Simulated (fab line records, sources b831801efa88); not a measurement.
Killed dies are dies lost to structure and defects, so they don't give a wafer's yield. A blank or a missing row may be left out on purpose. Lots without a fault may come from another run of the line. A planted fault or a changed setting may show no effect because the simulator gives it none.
A sampling plan put to the test | flow sfq_line | one fab line, 11 faults that these records tell of, each judged on the records of the lots that it struck
The plan is the line's own looks: the steps of the route at which a gauge or an inspection reads the wafer and doesn't change it. A look can be judged if struck wafers have a number there and the file gives its usual mean and standard deviation on fault-free wafers. Caught: at a look after the fault's first step, the mean of the struck wafers lies 4 or more of those standard deviations (sigma) from the usual mean. On the tool: the same test on the tool's own readings at the fault's steps. Another recipe on the struck wafers, or a record that is blank for them alone, also counts as caught.

THE FAULTS, as the simulator had put them in
1. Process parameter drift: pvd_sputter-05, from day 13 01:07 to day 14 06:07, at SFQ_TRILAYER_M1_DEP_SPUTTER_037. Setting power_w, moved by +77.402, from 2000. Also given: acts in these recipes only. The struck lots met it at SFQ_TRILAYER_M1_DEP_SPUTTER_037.
2. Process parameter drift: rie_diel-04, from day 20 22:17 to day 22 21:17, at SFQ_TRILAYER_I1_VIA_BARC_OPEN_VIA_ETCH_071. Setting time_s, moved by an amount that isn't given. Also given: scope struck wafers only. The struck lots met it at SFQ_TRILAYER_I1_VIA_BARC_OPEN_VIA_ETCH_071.
3. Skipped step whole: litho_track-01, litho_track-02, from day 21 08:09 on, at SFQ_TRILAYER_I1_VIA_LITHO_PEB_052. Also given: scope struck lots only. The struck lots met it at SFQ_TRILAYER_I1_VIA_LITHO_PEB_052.
4. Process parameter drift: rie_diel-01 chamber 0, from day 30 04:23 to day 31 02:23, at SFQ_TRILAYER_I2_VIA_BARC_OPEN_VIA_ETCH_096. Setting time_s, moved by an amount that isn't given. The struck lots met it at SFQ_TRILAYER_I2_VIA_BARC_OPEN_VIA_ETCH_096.
5. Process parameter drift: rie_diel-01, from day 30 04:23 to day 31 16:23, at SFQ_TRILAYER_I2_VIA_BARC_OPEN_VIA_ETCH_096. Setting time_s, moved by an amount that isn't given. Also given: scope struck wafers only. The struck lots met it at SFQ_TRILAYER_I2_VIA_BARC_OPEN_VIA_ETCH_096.
6. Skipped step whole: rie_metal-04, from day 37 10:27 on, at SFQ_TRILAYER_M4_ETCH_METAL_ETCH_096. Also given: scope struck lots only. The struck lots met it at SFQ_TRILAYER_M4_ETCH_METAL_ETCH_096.
7. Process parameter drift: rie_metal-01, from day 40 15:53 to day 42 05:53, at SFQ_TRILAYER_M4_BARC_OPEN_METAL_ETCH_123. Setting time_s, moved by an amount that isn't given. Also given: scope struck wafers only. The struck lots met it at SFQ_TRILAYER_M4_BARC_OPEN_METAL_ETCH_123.
8. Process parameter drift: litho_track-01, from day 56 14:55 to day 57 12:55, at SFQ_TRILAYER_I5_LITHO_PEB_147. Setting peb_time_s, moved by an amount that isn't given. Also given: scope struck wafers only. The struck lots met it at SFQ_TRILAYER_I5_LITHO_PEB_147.
9. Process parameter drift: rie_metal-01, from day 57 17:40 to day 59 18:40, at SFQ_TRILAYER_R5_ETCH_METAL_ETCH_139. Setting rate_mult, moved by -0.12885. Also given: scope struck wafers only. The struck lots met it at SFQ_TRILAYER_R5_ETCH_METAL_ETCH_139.
10. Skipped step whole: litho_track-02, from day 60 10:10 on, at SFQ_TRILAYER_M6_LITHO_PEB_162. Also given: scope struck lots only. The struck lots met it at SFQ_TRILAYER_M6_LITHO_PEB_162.
11. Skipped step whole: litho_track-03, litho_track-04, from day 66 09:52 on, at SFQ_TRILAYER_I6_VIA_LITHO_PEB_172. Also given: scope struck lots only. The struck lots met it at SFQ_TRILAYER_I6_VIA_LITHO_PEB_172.

WHAT THE PLAN SAW
fault | on the tool itself                               | first look that catches it                      | reading, sigma | median hours from its first step to that look | hours from the fault's start to the first struck lot there | judged looks passed uncaught
1     | cathode_dc_power_W +99 or beyond sigma           | no look after it can be judged                  | -              | -                                             | -                                                          | 0
2     | run_length_s +12 sigma                           | no look after it can be judged                  | -              | -                                             | -                                                          | 0
3     | the tool's record is blank for the struck wafers | no look after it can be judged                  | -              | -                                             | -                                                          | 0
4     | run_length_s +6.7 sigma                          | none of the 2 looks that can be judged after it | -              | -                                             | -                                                          | 2
5     | run_length_s +12 sigma                           | no look after it can be judged                  | -              | -                                             | -                                                          | 0
6     | the tool's record is blank for the struck wafers | no look after it can be judged                  | -              | -                                             | -                                                          | 0
7     | oes_product_au +13 sigma                         | no look after it can be judged                  | -              | -                                             | -                                                          | 0
8     | heater_power_total_W +17 sigma                   | no look after it can be judged                  | -              | -                                             | -                                                          | 0
9     | oes_product_au -7.3 sigma                        | no look after it can be judged                  | -              | -                                             | -                                                          | 0
10    | the tool's record is blank for the struck wafers | no look after it can be judged                  | -              | -                                             | -                                                          | 0
11    | the tool's record is blank for the struck wafers | no look after it can be judged                  | -              | -                                             | -                                                          | 0
A dash: the fault isn't caught, or these records don't give the number.

Caught at a look: 0 of 11. Caught on the tool: 11 of 11. By one or the other: 11 of 11.
Caught on the tool alone: faults 1, 2, 3, 4, 5, 6, 7, 8, 9, 10, 11.
